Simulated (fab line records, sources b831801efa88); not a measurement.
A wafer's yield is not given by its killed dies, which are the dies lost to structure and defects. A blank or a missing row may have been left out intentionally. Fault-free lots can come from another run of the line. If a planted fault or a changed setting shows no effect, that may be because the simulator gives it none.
Lot-split experiment | flow sky130 | 5 lots, 23 wafers read, on a route of 708 steps

SPLIT DETAILS
At SKY_SONOS_TUNNEL_DEVELOP_06 (develop time 60 s), the setting developTimeS was moved away from the recipe's 60 s on 5 of the 23 wafers read, by -8.3% to -8.2%. For the rest of the wafers, this setting stayed at what the recipe calls for.

There is no step in the file separating the split from the reading.

THE READING
cdNm at SKY_SONOS_TUNNEL_CD_MEAS_07, given in nm (cd target 410 nm). A value of 409.8 nm with a standard deviation of 2.5 nm is what fault-free wafers of this fab line usually give.

wafer  | tool, chamber at the split | developTimeS as run, s | against the recipe | cdNm, nm | against lot-mates on the recipe
L074.1 | lithoTrack-03, 0           | 60                     | recipe             | 407.7    | -
L074.2 | lithoTrack-03, 0           | 60                     | recipe             | 406.8    | -
L074.3 | lithoTrack-03, 0           | 60                     | recipe             | 409.7    | -
L074.4 | lithoTrack-03, 0           | 60                     | recipe             | 407.0    | -
L074.5 | lithoTrack-03, 0           | 60                     | recipe             | 409.3    | -
L075.1 | lithoTrack-04, 0           | 60                     | recipe             | 408.6    | -
L075.2 | lithoTrack-04, 0           | 60                     | recipe             | 406.2    | -
L075.3 | lithoTrack-04, 0           | 60                     | recipe             | 406.1    | -
L075.4 | lithoTrack-04, 0           | 60                     | recipe             | 406.5    | -
L075.5 | lithoTrack-04, 0           | 60                     | recipe             | 405.6    | -
L077.1 | lithoTrack-04, 0           | 55.1                   | -8.2%              | 402.9    | -7.8
L077.2 | lithoTrack-04, 0           | 55.1                   | -8.2%              | 404.9    | -5.8
L077.3 | lithoTrack-04, 0           | 60                     | recipe             | 409.1    | -
L077.5 | lithoTrack-04, 0           | 60                     | recipe             | 411.1    | -
L077.6 | lithoTrack-04, 0           | 60                     | recipe             | 411.9    | -
L078.3 | lithoTrack-03, 0           | 60                     | recipe             | 408.3    | -
L078.4 | lithoTrack-03, 0           | 60                     | recipe             | 407.2    | -
L078.5 | lithoTrack-03, 0           | 60                     | recipe             | 408.7    | -
L080.1 | lithoTrack-04, 0           | 60                     | recipe             | 418.2    | -
L080.2 | lithoTrack-04, 0           | 55.01                  | -8.3%              | 404.9    | -12.1
L080.3 | lithoTrack-04, 0           | 55.01                  | -8.3%              | 405.7    | -11.3
L080.4 | lithoTrack-04, 0           | 60                     | recipe             | 415.8    | -
L080.5 | lithoTrack-04, 0           | 55.01                  | -8.3%              | 406.7    | -10.3

FIT RESULTS
A straight line over all 23 wafers: cdNm changes by +0.493 nm for each +1% of developTimeS; r = +0.49; the points scatter about the line by 3.1 nm.
The same after taking each lot's own level away (the mean of its wafers on the recipe; 23 wafers): +1.15 nm for each +1%; r = +0.94; scatter 1.5 nm.
That fit puts the effect of the largest move of developTimeS on the reading at 9.6 nm.
The lots' own levels span 406.60 to 417.00 nm, that is 4.2 times the standard deviation above.
So the lot-to-lot level blurs the effect unless lot-mates are compared.
Check: for one of the wafers moved furthest among these (-8.3%), held out of the fit, the line's prediction against its lot-mates is -8.9 nm. It came out at -12.1 nm against them.

THESE WAFERS: OTHER SPLITS
Note: prior to the reading, these wafers also went through further splits. Each is held against what the fit with the lots' levels taken away leaves over:
other split on the same wafers          | wafers away from the commonest value | r with cdNm (lot level and that fit taken away)
SKY_VT_ADJUST_LVTN_SOFTBAKE_03 tempC    | 10                                   | -0.39
SKY_VT_ADJUST_LVTN_IMPLANT_08 energyKev | 9                                    | +0.11
SKY_VT_ADJUST_NCORE_DEVELOP_06 devTempC | 7                                    | +0.21
SKY_VT_ADJUST_HVTR_COAT_02 spinRpm      | 11                                   | +0.58
SKY_VT_ADJUST_PCH_IMPLANT_08 energyKev  | 8                                    | -0.06

THE FILE'S OWN FIT
cdNm changes by +1.09 nm for each +1% of developTimeS, r = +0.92.
